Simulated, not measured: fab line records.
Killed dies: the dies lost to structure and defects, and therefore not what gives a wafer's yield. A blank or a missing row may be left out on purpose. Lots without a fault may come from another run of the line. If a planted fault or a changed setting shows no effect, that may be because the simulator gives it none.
Which tool is to blame? ; flow sky130 ; 33 wafers from 11 lots sampled at 3 of the route's 708 steps

== WHAT EACH GAUGE READ, for each wafer ==
SKY_METAL3_OVL_MEAS_14. Usual: METAL3_OVL 2 nm, standard deviation 6.2.
lot;measured;on;METAL3_OVL (nm);flag
L807;day 38 20:39;overlay-02;-6 1 -10;
L809;day 39 22:50;overlay-02;8 6 6;
L811;day 40 02:28;overlay-01;-6 1 -9;
L812;day 40 16:26;overlay-02;0 -3 1;
L814;day 41 13:52;overlay-02;-4 -13 -1;
L820;day 42 09:24;overlay-02;-3 8 0;
L818;day 42 10:41;overlay-02;9 15 6;
L827;day 44 04:05;overlay-01;1 1 -2;
L826;day 44 04:45;overlay-02;4 2 -1;
L830;day 44 23:23;overlay-01;10 11 9;
L829;day 45 00:12;overlay-01;13 5 14;

SKY_METAL4_OVL_MEAS_14. Usual: METAL4_OVL 1 nm, standard deviation 5.3.
lot;measured;on;METAL4_OVL (nm);flag
L807;day 42 02:06;overlay-02;-3 2 -5;
L809;day 43 01:30;overlay-01;-4 0 2;
L811;day 43 05:21;overlay-01;-3 -3 -5;
L812;day 43 18:15;overlay-01;9 12 7;
L814;day 44 14:37;overlay-01;-2 -1 0;
L820;day 45 09:12;overlay-01;7 6 7;
L818;day 45 09:20;overlay-02;2 -3 3;
L827;day 47 00:05;overlay-01;-4 -4 -2;
L826;day 47 00:56;overlay-02;-2 2 9;
L830;day 47 17:39;overlay-02;-5 1 -3;
L829;day 47 18:32;overlay-01;-1 3 2;

== WHICH TOOL RAN EACH LOT (tool, then ch and the chambers of the sampled wafers, then the start) ==
lot;SKY_METAL2_METAL_ETCH_19
L807;rieMetal-01 ch 0,1, day 35 11:08
L809;rieMetal-01 ch 0,1, day 36 14:01
L811;rieMetal-01 ch 0,1, day 36 19:15
L812;rieMetal-04 ch 1, day 37 10:52
L814;rieMetal-04 ch 0,1, day 38 10:27
L820;rieMetal-01 ch 0,1, day 39 04:56
L818;rieMetal-01 ch 0,1, day 39 06:10
L827;rieMetal-03 ch 0,1, day 41 02:46
L826;rieMetal-04 ch 0,1, day 41 04:16
L830;rieMetal-01 ch 1, day 42 00:04
L829;rieMetal-03 ch 0,1, day 42 02:31
- SKY_METAL2_METAL_ETCH_19: etches the open film in Cl2/BCl3, stops on SiO2, target depth 360 nm, time 78 s.

== AS READ BY THE TOOLS THEMSELVES (means over the sampled wafers that have a number; for cases with no such wafer, the mark the record gives instead) ==
SKY_METAL2_METAL_ETCH_19. Usual: drypumpMotorCurrentA 5.58 A, standard deviation 0.15; mfcCl2Sccm 60.00 sccm, standard deviation 0.2; oesProductAu 0.852 a.u., standard deviation 0.0057; throttleValvePct 22.264 %, standard deviation 0.0098.
lot;tool;drypumpMotorCurrentA (A);mfcCl2Sccm (sccm);oesProductAu (a.u.);throttleValvePct (%);flag
L807;rieMetal-01;5.58;60.02;0.846;22.260;
L809;rieMetal-01;5.67;60.27;0.853;22.272;
L811;rieMetal-01;5.68;59.90;0.851;22.268;
L812;rieMetal-04;5.65;59.92;0.849;22.269;
L814;rieMetal-04;5.51;60.04;0.848;22.265;
L820;rieMetal-01;5.58;59.90;0.859;22.262;
L818;rieMetal-01;5.68;59.84;0.855;22.271;
L827;rieMetal-03;5.65;60.10;0.853;22.268;
L826;rieMetal-04;5.39;59.91;0.843;22.265;
L830;rieMetal-01;5.49;60.33;0.852;22.272;
L829;rieMetal-03;5.64;59.81;0.852;22.262;

== THE ANSWER, worked out from the rows above alone ==
Rule: a lot is off if the mean of its wafers that have a number lies more than 3 standard deviations from the usual mean. A lot without any number at a reading at which 4 lots or more have one is off too. Where the step has rows for the other lots, those lots are counted as sound. The gauges are gone through in route order, then the tools' own readings, and for those a lot's mean is taken as printed above. At the first step where some lot is off, the reading lying furthest off is the one used; lots without a number count as furthest.
None of the lots is off at any reading shown; this tells nothing.

== WHAT THE SIMULATOR HAD INSERTED ==
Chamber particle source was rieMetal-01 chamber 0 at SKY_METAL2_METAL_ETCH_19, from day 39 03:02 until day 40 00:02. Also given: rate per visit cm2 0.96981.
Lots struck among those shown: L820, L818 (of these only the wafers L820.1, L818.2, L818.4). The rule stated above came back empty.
